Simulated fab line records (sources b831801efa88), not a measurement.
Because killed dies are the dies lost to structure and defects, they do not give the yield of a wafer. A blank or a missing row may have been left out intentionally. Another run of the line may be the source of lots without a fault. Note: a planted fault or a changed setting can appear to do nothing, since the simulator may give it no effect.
fab line records ; flow sky130
[record] lots = 6; wafers = 18; lastDay = 50
route steps=708 shown SONOS_ONO@181 GATE_OXIDE@187 PAD_OPEN@708
lots untouched by any fault: they come from a run of this same line in which no faults occurred
startH: hours from the record's opening day to when the first of the lot's shown wafers began ; waitH: how many hours have passed since the lot's step before this one ; " same as the row above ; L1.1+2: several wafers, shown together as one row ; - no value present, or no start provided ; * or withheld: withheld ; < > ~ a bound
route shown NAME@n: names a module that has steps shown in the file, with the first one's number in the route ; usual: mean/standard deviation taken from wafers without a fault ; same: alike in all rows ; chamber/n: place in a boat ; sites: readings site by site ; _std_site: the values' standard deviation ; _edge_site: the outer-site mean with the inner-site mean subtracted ; radiusMm: how far each site lies from the wafer's centre ; mask NAME#n: copy n ; behind: the last tool/chamber to shape the wafer ; hold: the reason the lot was held/the length of the hold in hours/how it ended ; device: transistor that didn't switch, given as n, p or np ; end of line: tests run on the same wafers once the route is complete ; a step without rows: its recipe alone ; killed: dies lost to structure and defects at the first sort, not the wafer's yield ; map: a wafer's dies, x killed, . not, _ none there
set.NAME: the setting as run; set.NAME@STEP: as run at that earlier step ; model.NAME: the simulator's own value behind a step, which no gauge read
lots seen at some steps along the route; tables by step, rows by wafer
services: from which hour (startH, from the record's first day; less than 0 if before it) a tool's chamber was out of use, for how many hours, and why
[[steps]]
[step SKY_SONOS_ONO_CD_MEAS_13]
[recipe] targetCdNm = 410
[usual] cdNm = 410.4/2
lot.wafer;tool;chamber;startH;waitH;cdNm
L106.3;cdSem-02;-;302.11;0.1;408.7
L106.5;cdSem-02;-;302.11;0.1;407.7
L106.6;cdSem-02;-;302.11;0.1;406.9
L110.2;cdSem-02;-;331.01;0.1;410.3
L110.3;cdSem-02;-;331.01;0.1;410.2
L110.6;cdSem-02;-;331.01;0.1;409.3
L111.4;cdSem-02;-;350.85;0.1;408.7
L111.5;cdSem-02;-;350.85;0.1;408.1
L111.6;cdSem-02;-;350.85;0.1;409.7
L115.1;cdSem-01;-;387.47;0.1;409.2
L115.2;cdSem-01;-;387.47;0.1;408.8
L115.5;cdSem-01;-;387.47;0.1;409.8
L122.3;cdSem-01;-;439.41;0.1;413.2
L122.4;cdSem-01;-;439.41;0.1;412.8
L122.5;cdSem-01;-;439.41;0.1;412.1
L124.1;cdSem-02;-;467.07;0.1;412.5
L124.2;cdSem-02;-;467.07;0.1;412.6
L124.6;cdSem-02;-;467.07;0.1;410.6
[step SKY_SONOS_ONO_OVL_MEAS_14]
[usual] SONOS_ONO_OVL = 0.4/1.4
lot.wafer;tool;chamber;startH;waitH;SONOS_ONO_OVL[nm]
L106.3;overlay-01;-;302.20;0.1;2.6
L106.5;overlay-01;-;302.20;0.1;0.2
L106.6;overlay-01;-;302.20;0.1;1.5
L110.2;overlay-01;-;331.12;0.1;-0.8
L110.3;overlay-01;-;331.12;0.1;-1.6
L110.6;overlay-01;-;331.12;0.1;-0.8
L111.4;overlay-01;-;350.93;0.1;1.0
L111.5;overlay-01;-;350.93;0.1;-0.2
L111.6;overlay-01;-;350.93;0.1;2.2
L115.1;overlay-01;-;387.59;0.1;2.0
L115.2;overlay-01;-;387.59;0.1;0.3
L115.5;overlay-01;-;387.59;0.1;1.3
L122.3;overlay-02;-;439.50;0.1;-1.3
L122.4;overlay-02;-;439.50;0.1;-0.5
L122.5;overlay-02;-;439.50;0.1;-1.4
L124.1;overlay-02;-;467.19;0.1;-1.6
L124.2;overlay-02;-;467.19;0.1;-0.1
L124.6;overlay-02;-;467.19;0.1;0.0
[step SKY_SONOS_ONO_ETCH_15]
[recipe] targetDepthNm = 19.52; chemistry = CHF3/O2; sourceW = 600; biasW = 200; pressureMtorr = 40; chf3FlowSccm = 50; O2_flow_sccm = 5; timeS = 7.8
[usual] drypumpMotorCurrentA = 5.6/0.42; oesProductAu = 1.002/0.014; throttleValvePct = 8.826/0.01
[same] timeS = 7.8
lot.wafer;tool;chamber;startH;waitH;drypumpMotorCurrentA;oesProductAu;rfHoursCounterH;throttleValvePct
L106.3;rieDiel-04;0;302.23;0.0;5.3;0.988;102;8.819
L106.5;rieDiel-04;0;302.23;0.0;5.3;0.995;-;8.830
L106.6;rieDiel-04;3;302.23;0.0;5.6;1.009;-;8.822
L110.2;rieDiel-04;2;331.15;0.0;5.6;0.997;0;8.816
L110.3;rieDiel-04;1;331.15;0.0;6.1;1.020;102;8.838
L110.6;rieDiel-04;3;331.15;0.0;5.5;0.994;-;8.819
L111.4;rieDiel-02;3;350.95;0.0;5.3;1.008;28;8.830
L111.5;rieDiel-02;1;350.95;0.0;6.1;0.977;-;8.807
L111.6;rieDiel-02;2;350.95;0.0;5.1;1.024;-;8.814
L115.1;rieDiel-01;0;387.63;0.0;6.1;0.998;0;8.818
L115.2;rieDiel-01;1;387.63;0.0;6.2;1.025;4;8.810
L115.5;rieDiel-01;1;387.63;0.0;6.2;1.016;-;8.828
L122.3;rieDiel-02;0;439.53;0.0;5.1;1.004;62;8.816
L122.4;rieDiel-02;1;439.53;0.0;6.1;0.993;9;8.822
L122.5;rieDiel-02;0;439.53;0.0;5.1;0.993;-;8.820
L124.1;rieDiel-01;1;467.23;0.0;6.2;1.018;5;8.828
L124.2;rieDiel-01;0;467.23;0.0;6.1;1.000;2;8.826
L124.6;rieDiel-01;1;467.23;0.0;6.2;1.020;-;8.821
[step SKY_SONOS_ONO_WET_ETCH_16]
[recipe] chemistry = dHF; targetDepthNm = 14; dry = n2Spin; target = SiO2; dilution = 100:1; tempC = 25; timeS = 280
[step SKY_SONOS_ONO_STRIP_17]
[recipe] chemistry = O2/N2; powerW = 1400; pressureMtorr = 1500; platenTempC = withheld; o2FlowSccm = 3000; n2FlowSccm = 300; overashFraction = 0.5
[usual] drypumpMotorCurrentA = 5.7/0.51; o2FlowSccm = 3001/9.9; oesProductAu = 0.709/0.0041; stripTimeToEndpointS = 14.09/0.036
lot.wafer;tool;chamber;startH;waitH;drypumpMotorCurrentA;o2FlowSccm;oesProductAu;rfHoursCounterH;stripTimeToEndpointS
L106.3;plasmaAsher-02;0;302.38;0.0;5.1;3005;0.706;-;14.07
L106.5;plasmaAsher-02;1;302.38;0.0;6.2;2999;0.704;-;14.08
L106.6;plasmaAsher-02;0;302.38;0.0;5.1;3017;0.714;-;14.04
L110.2;plasmaAsher-03;1;331.26;0.0;5.9;2987;0.714;60;14.10
L110.3;plasmaAsher-03;0;331.26;0.0;6.1;3008;0.711;-;14.07
L110.6;plasmaAsher-03;1;331.26;0.0;5.9;2995;0.711;-;14.09
L111.4;plasmaAsher-02;1;351.09;0.0;6.2;3008;0.705;-;14.04
L111.5;plasmaAsher-02;0;351.09;0.0;5.1;3000;0.712;-;14.03
L111.6;plasmaAsher-02;1;351.09;0.0;6.2;3009;0.709;-;14.06
L115.1;plasmaAsher-03;0;387.73;0.0;6.1;3002;0.708;66;14.06
L115.2;plasmaAsher-03;1;387.73;0.0;5.8;3008;0.708;66;14.08
L115.5;plasmaAsher-03;0;387.73;0.0;6.1;3016;0.713;-;14.07
L122.3;plasmaAsher-02;0;439.67;0.0;5.1;3005;0.713;-;14.06
L122.4;plasmaAsher-02;1;439.67;0.0;6.2;2995;0.709;-;14.06
L122.5;plasmaAsher-02;1;439.67;0.0;6.1;2992;0.710;-;14.08
L124.1;plasmaAsher-02;1;467.33;0.0;6.2;2987;0.712;78;14.03
L124.2;plasmaAsher-02;0;467.33;0.0;5.1;3011;0.715;78;14.08
L124.6;plasmaAsher-02;1;467.33;0.0;6.1;2999;0.700;-;14.10
[step SKY_SONOS_ONO_WET_ETCH_18]
[recipe] chemistry = H3PO4; targetDepthNm = 15; target = Si3N4; tempC = 160; timeS = 172
[step SKY_GATE_OXIDE_CLEAN_00]
[recipe] chemistry = SC1/SC2; mix = 1:4:20; tempC = 70; timeS = 150; dry = n2Spin
[step SKY_GATE_OXIDE_OXIDATION_01]
[recipe] tempC = 900; ambient = O2; stabiliseS = 600; purgeS = 300; targetThkA = 102.68; oxTimeS = 1473
[step SKY_GATE_OXIDE_THK_MEAS_02]
[recipe] reads = SiO2_of_GATE_OXIDE_OXIDATION_01
[usual] GATE_OXIDE_OXIDATION_00_THK = 10.28/0.17
lot.wafer;tool;chamber;startH;waitH;GATE_OXIDE_OXIDATION_00_THK[nm]
L106.3;filmMetro-02;-;305.87;0.0;10.23
L106.5;filmMetro-02;-;305.87;0.0;10.27
L106.6;filmMetro-02;-;305.87;0.0;10.41
L110.2;filmMetro-01;-;333.05;0.0;10.42
L110.3;filmMetro-01;-;333.05;0.0;10.41
L110.6;filmMetro-01;-;333.05;0.0;10.53
L111.4;filmMetro-01;-;353.07;0.0;10.03
L111.5;filmMetro-01;-;353.07;0.0;9.98
L111.6;filmMetro-01;-;353.07;0.0;10.11
L115.1;filmMetro-02;-;391.65;0.0;9.93
L115.2;filmMetro-02;-;391.65;0.0;9.98
L115.5;filmMetro-02;-;391.65;0.0;9.81
L122.3;filmMetro-03;-;441.34;0.0;10.09
L122.4;filmMetro-03;-;441.34;0.0;10.08
L122.5;filmMetro-03;-;441.34;0.0;10.01
L124.1;filmMetro-03;-;469.84;0.0;10.32
L124.2;filmMetro-03;-;469.84;0.0;10.01
L124.6;filmMetro-03;-;469.84;0.0;10.19
[step SKY_GATE_OXIDE_DEHYDRATE_03]
[recipe] tempC = 200; timeS = 60
[step SKY_GATE_OXIDE_HMDS_04]
[recipe] primeTimeS = 60; primeTempC = 120
[step SKY_GATE_OXIDE_COAT_05]
[recipe] resist = NOVOLAK; spinRpm = 3000; resistThkNm = 1140
[step SKY_GATE_OXIDE_SOFTBAKE_06]
[recipe] tempC = 90; timeS = 60; resist = NOVOLAK
[usual] heaterPowerTotalW = 56.59/0.044; runLengthS = 89.1/0.32
lot.wafer;tool;chamber;startH;waitH;heaterPowerTotalW;runLengthS
L106.3;lithoTrack-03;0;318.12;0.1;56.61;89.3
L106.5;lithoTrack-03;0;318.12;0.1;56.59;89.5
L106.6;lithoTrack-03;0;318.12;0.1;56.61;89.4
L110.2;lithoTrack-03;0;346.35;0.1;60.36;78.6
L110.3;lithoTrack-03;0;346.35;0.1;60.34;78.8
L110.6;lithoTrack-03;0;346.35;0.1;60.33;78.6
L111.4;lithoTrack-03;0;366.65;0.1;60.25;78.6
L111.5;lithoTrack-03;0;366.65;0.1;60.33;78.9
L111.6;lithoTrack-03;0;366.65;0.1;60.31;78.4
L115.1;lithoTrack-01;0;406.29;0.1;56.57;88.8
L115.2;lithoTrack-01;0;406.29;0.1;56.63;88.7
L115.5;lithoTrack-01;0;406.29;0.1;56.56;88.7
L122.3;lithoTrack-01;0;456.89;0.1;56.58;89.1
L122.4;lithoTrack-01;0;456.89;0.1;56.49;88.7
L122.5;lithoTrack-01;0;456.89;0.1;56.59;88.6
L124.1;lithoTrack-03;0;484.92;0.1;56.58;89.4
L124.2;lithoTrack-03;0;484.92;0.1;56.59;89.4
L124.6;lithoTrack-03;0;484.92;0.1;56.65;89.3
[step SKY_GATE_OXIDE_EXPOSE_07]
[recipe] maskId = LVOM; na = 0.6; sourceShape = conventional; sigmaOuter = 0.6; polarization = unpolarized; targetCdNm = 600; doseMj = 170
[step SKY_PAD_OPEN_PROBE_99]
[usual] killed_at_M0_to_M3 = 46/6.7; killed_at_M4_up = 3.3/2; killedAtContacts = 24/5.4; killedAtFrontEnd = 15/4.3; killedAtOther = 0.4/0.64; killedDies = 89/9.1; killedOpen = 48/7.2; killedShort = 40/6.3
[same] grossDies = 492; killedAtBackSide = 0
lot.wafer;tool;chamber;startH;waitH;killed_at_M0_to_M3;killed_at_M4_up;killedAtContacts;killedAtFrontEnd;killedAtOther;killedDies;killedOpen;killedShort
L106.3;prober-01;-;1100.14;0.2;37;6;21;13;2;79;42;34
L106.5;prober-01;-;1100.24;0.2;39;3;29;19;1;91;49;41
L106.6;prober-01;-;1100.29;0.2;38;1;18;21;0;78;43;34
L111.4;prober-01;-;1136.31;0.2;40;2;24;18;0;84;44;40
L111.5;prober-01;-;1136.36;0.2;38;1;17;15;1;72;36;36
L111.6;prober-01;-;1136.41;0.2;52;3;16;11;0;82;45;37
L115.1;prober-01;-;1160.09;0.1;41;2;23;18;0;84;37;47
L115.2;prober-01;-;1160.14;0.1;45;8;23;21;0;97;45;51
L115.5;prober-01;-;1160.29;0.2;43;3;22;10;0;78;43;35
L122.3;prober-01;-;1188.89;0.2;43;0;25;11;0;79;45;34
L122.4;prober-01;-;1188.94;0.2;51;4;24;16;0;95;43;52
L122.5;prober-01;-;1188.99;0.2;47;4;22;16;0;89;51;37
// killed by level:class
L106.3 FIELD_ISO:geometricParticle:open=7 LI_CONTACT:geometricParticle:open=7 VIA1:geometricParticle:open=7 VIA3:geometricParticle:open=7 CONTACT:geometricParticle:open=6 VIA1:geometricParticle:short=5 METAL4:geometricParticle:short=5 CONTACT:geometricParticle:short=4
L106.5 VIA1:geometricParticle:open=10 LOCAL_INTERCONNECT:geometricParticle:short=8 LI_CONTACT:geometricParticle:open=7 CONTACT:geometricParticle:open=7 FIELD_ISO:geometricParticle:open=6 VIA2:geometricParticle:short=6 VIA2:geometricParticle:open=6 POLY_GATE:geometricParticle:open=5
L106.6 POLY_GATE:geometricParticle:open=11 METAL2:geometricParticle:short=10 CONTACT:geometricParticle:open=9 VIA3:geometricParticle:open=6 VIA1:geometricParticle:open=5 VIA2:geometricParticle:open=5 METAL3:geometricParticle:short=5 FIELD_ISO:geometricParticle:open=4
L111.4 VIA1:geometricParticle:open=11 VIA3:geometricParticle:open=7 LI_CONTACT:geometricParticle:open=6 CONTACT:geometricParticle:open=6 CONTACT:geometricParticle:short=6 FIELD_ISO:geometricParticle:short=5 LI_CONTACT:geometricParticle:short=5 FIELD_ISO:geometricParticle:open=4
L111.5 VIA1:geometricParticle:open=8 LI_CONTACT:geometricParticle:open=6 CONTACT:geometricParticle:short=6 METAL1:geometricParticle:short=6 VIA1:geometricParticle:short=5 VIA2:geometricParticle:open=5 FIELD_ISO:geometricParticle:short=4 SPACER:geometricParticle:short=4
L111.6 VIA1:geometricParticle:open=13 VIA2:geometricParticle:open=10 CONTACT:geometricParticle:open=7 METAL1:geometricParticle:short=6 VIA3:geometricParticle:open=6 FIELD_ISO:geometricParticle:short=5 METAL2:geometricParticle:short=5 CONTACT:geometricParticle:short=4
L115.1 VIA1:geometricParticle:open=11 POLY_GATE:geometricParticle:short=9 METAL2:geometricParticle:short=9 CONTACT:geometricParticle:open=8 VIA1:geometricParticle:short=7 LI_CONTACT:geometricParticle:open=6 CONTACT:geometricParticle:short=5 FIELD_ISO:geometricParticle:short=4
L115.2 CONTACT:geometricParticle:open=9 VIA1:geometricParticle:open=9 METAL1:geometricParticle:short=8 VIA3:geometricParticle:open=7 VIA1:geometricParticle:short=5 POLY_GATE:geometricParticle:open=4 POLY_CUT:geometricParticle:short=4 LOCAL_INTERCONNECT:geometricParticle:short=4
L115.5 VIA3:geometricParticle:open=11 METAL2:geometricParticle:short=8 CONTACT:geometricParticle:open=8 LOCAL_INTERCONNECT:geometricParticle:short=7 VIA2:geometricParticle:open=7 LI_CONTACT:geometricParticle:open=5 VIA1:geometricParticle:short=4 POLY_GATE:geometricParticle:short=3
L122.3 VIA1:geometricParticle:open=12 LI_CONTACT:geometricParticle:open=9 CONTACT:geometricParticle:open=7 VIA1:geometricParticle:short=7 VIA3:geometricParticle:open=7 METAL1:geometricParticle:short=5 FIELD_ISO:geometricParticle:short=4 VIA2:geometricParticle:short=4
L122.4 VIA1:geometricParticle:open=12 CONTACT:geometricParticle:open=9 VIA2:geometricParticle:short=7 FIELD_ISO:geometricParticle:short=6 LOCAL_INTERCONNECT:geometricParticle:short=6 METAL2:geometricParticle:short=6 VIA2:geometricParticle:open=6 VIA1:geometricParticle:short=6
L122.5 VIA1:geometricParticle:open=12 VIA2:geometricParticle:open=9 CONTACT:geometricParticle:open=8 LOCAL_INTERCONNECT:geometricParticle:short=6 METAL2:geometricParticle:short=5 LI_CONTACT:geometricParticle:open=4 VIA1:geometricParticle:short=4 METAL3:geometricParticle:short=4
[[services]]
tool;chamber;startH;hours;kind
rieDiel-04;2;299.86;-;clean
rieDiel-04;2;299.86;24.7;scheduledDown
rieDiel-04;2;299.86;24.7;ventCycle
rieDiel-01;2;304.52;34.0;repair
rieDiel-01;0;338.50;-;clean
rieDiel-01;0;338.50;28.0;scheduledDown
rieDiel-01;0;338.50;28.0;ventCycle
rieDiel-02;3;338.93;2.5;repair
rieDiel-01;3;346.51;3.4;repair
plasmaAsher-02;-;354.21;5.5;pm
rieDiel-04;1;357.00;1.3;repair
rieDiel-04;-;387.11;2.8;pm
rieDiel-04;2;390.21;1.2;repair
rieDiel-04;1;403.99;2.9;repair
rieDiel-01;3;419.32;35.4;repair
plasmaAsher-03;-;421.25;9.0;pm
plasmaAsher-03;0;421.25;9.0;ventCycle
plasmaAsher-03;1;421.25;9.0;ventCycle
lithoTrack-03;-;426.59;-;consumableReplace:filter
rieDiel-04;-;455.16;14.6;pm
plasmaAsher-02;-;463.51;2.4;repair
rieDiel-02;3;467.47;5.6;repair
rieDiel-02;2;483.10;5.0;repair
rieDiel-01;2;484.74;2.4;repair
[[key]]
[firstSign] step = SKY_GATE_OXIDE_SOFTBAKE_06; reading = heaterPowerTotalW; direction = up; sigmas = 84; usual = *; struck = *
[effect] step = SKY_GATE_OXIDE_SOFTBAKE_06; reading = runLengthS; direction = down; sigmas = 32; usual = *; struck = *
metAt SKY_GATE_OXIDE_SOFTBAKE_06
struckWafers L110.2,L110.3,L110.6,L111.4,L111.5,L111.6
testerLeftOut L110,L111
onsetBetween 318.12 346.35
[fault] kind = processParameterDrift; tool = lithoTrack-03; chamber = -; onsetH = 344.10; steps = SKY_GATE_OXIDE_SOFTBAKE_06; channel = timeS; offset = *; shape = step; endH = 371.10; actsIn = *; stated = *
// testerLeftOut: of these lots the tester's yield and bins aren't shown, on N5 and GAA mostly nor the transistor test; their killed dies are dies lost to structure and defects alone, not to doping, threshold or leakage, so they don't give the yield
